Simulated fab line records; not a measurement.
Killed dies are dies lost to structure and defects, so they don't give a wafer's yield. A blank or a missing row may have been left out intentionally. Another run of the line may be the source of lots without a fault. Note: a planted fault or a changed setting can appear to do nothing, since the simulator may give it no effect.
A struck lot beside a sound one ; flow sky130 ; 28 steps out of a route of 708
Sound: the wafers L335.1, L335.4, L335.5. Wafers struck: L341.2, L341.3, L341.5. The cause is named last.
Each step with rows lists, per side, the tool, then ch with its chambers, then its first start. Under that, the readings that differ: sound wafers ; struck wafers ; difference of the means ; sigmas: that difference in standard deviations of wafers without a fault.
alike: same words and numbers on both sides, and readings whose means sit less than 2 such deviations apart. not compared: any withheld reading, any reading some wafer has no value for, any bound like >300 that may hide the same value, and any number with overlapping values for which the record gives no deviation.
A row with sigmas, a row that says differs or no value, or rows on one side alone: a step with any of these is where the two part. Numbers that have no deviation but don't overlap get no sigmas and don't part them. A reading that every wafer of one side lacks parts them only if that side has two wafers or more.

SKY_SD_P_OVL_MEAS_08:
  sound: overlay-02 at day 27 14:08; struck: overlay-02 at day 29 19:05
  alike: SD_P_OVL
after that, 1 step had no rows for these wafers: SKY_SD_P_IMPLANT_09.
SKY_SD_P_STRIP_10: strips in O2/N2.
  sound on plasmaAsher-03 ch 0,1, day 27 14:19; struck on plasmaAsher-01 ch 1, day 29 19:16
  alike: chamberPressureMTorr, drypumpMotorCurrentA, o2FlowSccm, oesProductAu, stripTimeToEndpointS
  not compared: rfHoursCounterH
SKY_SD_P_TW_MEAS_11:
  sound: filmMetro-01 at day 27 14:25; struck: filmMetro-04 at day 29 19:23
reading;sound;struck;difference;sigmas
SD_P_TW;2724 2738 2726;2845 2838 2856;+117;+2
then, 8 steps without rows for these wafers: SKY_RES_XHIGH_DEHYDRATE_00 (time 60 s); SKY_RES_XHIGH_HMDS_01 (prime time 60 s); SKY_RES_XHIGH_COAT_02 (resist thk 1140 nm); SKY_RES_XHIGH_SOFTBAKE_03 (time 60 s); SKY_RES_XHIGH_EXPOSE_04 (exposes mask URPM, target cd 1270 nm); SKY_RES_XHIGH_PEB_05; SKY_RES_XHIGH_DEVELOP_06 (develop time 60 s); SKY_RES_XHIGH_IMPLANT_07.
SKY_RES_XHIGH_STRIP_08: strips in O2/N2.
  sound on plasmaAsher-03 ch 0,1, day 28 18:59; struck on plasmaAsher-03 ch 0,1, day 30 23:03
  no value came back on the struck wafers for any of 5 readings (chamberPressureMTorr (mTorr), drypumpMotorCurrentA (A) and others); on the sound wafers chamberPressureMTorr (mTorr) reads 1499.6 1496.1 1499.6
reading;sound;struck;difference;sigmas
model.NOVOLAK_of_RES_XHIGH_COAT_02.thkNm (nm);0 0 0;1137 1133 1135;+1135;
  not compared: rfHoursCounterH
SKY_RES_XHIGH_TW_MEAS_09:
  sound: filmMetro-02 at day 28 19:05; struck: filmMetro-01 at day 30 23:10
  alike: RES_XHIGH_TW
then, 7 steps without rows for these wafers: SKY_SD_N_DEHYDRATE_00 (time 60 s); SKY_SD_N_HMDS_01 (prime time 60 s); SKY_SD_N_COAT_02 (resist thk 1140 nm); SKY_SD_N_SOFTBAKE_03 (time 60 s); SKY_SD_N_EXPOSE_04 (exposes mask NSDM, target cd 380 nm); SKY_SD_N_PEB_05; SKY_SD_N_DEVELOP_06 (develop time 60 s).
SKY_SD_N_CD_MEAS_07: the cd target is 380 nm.
  sound: cdSem-01 at day 29 23:32; struck: cdSem-02 at day 32 02:22
  alike: cdNm
SKY_SD_N_OVL_MEAS_08:
  sound: overlay-01 at day 29 23:40; struck: overlay-01 at day 32 02:28
  alike: SD_N_OVL
then, 2 steps without rows for these wafers: SKY_SD_N_IMPLANT_09; SKY_SD_N_IMPLANT_10.
SKY_SD_N_STRIP_11: strips in O2/N2.
  sound on plasmaAsher-04 ch 0,1, day 29 23:59; struck on plasmaAsher-02 ch 0,1, day 32 02:47
reading;sound;struck;difference;sigmas
oesProductAu (a.u.);0.528 0.528 0.524;0.608 0.619 0.618;+0.088;+17
stripTimeToEndpointS (s);22.49 22.49 22.53;39.41 39.37 39.40;+16.89;+99 or more
  alike: chamberPressureMTorr, drypumpMotorCurrentA, o2FlowSccm
  not compared: rfHoursCounterH
SKY_SD_N_TW_MEAS_12:
  sound: filmMetro-04 at day 30 00:05; struck: filmMetro-01 at day 32 02:54
reading;sound;struck;difference;sigmas
SD_N_TW;4020 4002 4025;29 29 29;-3987;-60
then, 1 step without rows for these wafers: SKY_SD_N_CLEAN_13 (cleans in SC1/SC2, time 150 s).

## WHERE THEY PART
Last at SKY_SD_N_TW_MEAS_12 as far as this record goes, first at SKY_SD_P_TW_MEAS_11.

WHY: what had been put in by the simulator
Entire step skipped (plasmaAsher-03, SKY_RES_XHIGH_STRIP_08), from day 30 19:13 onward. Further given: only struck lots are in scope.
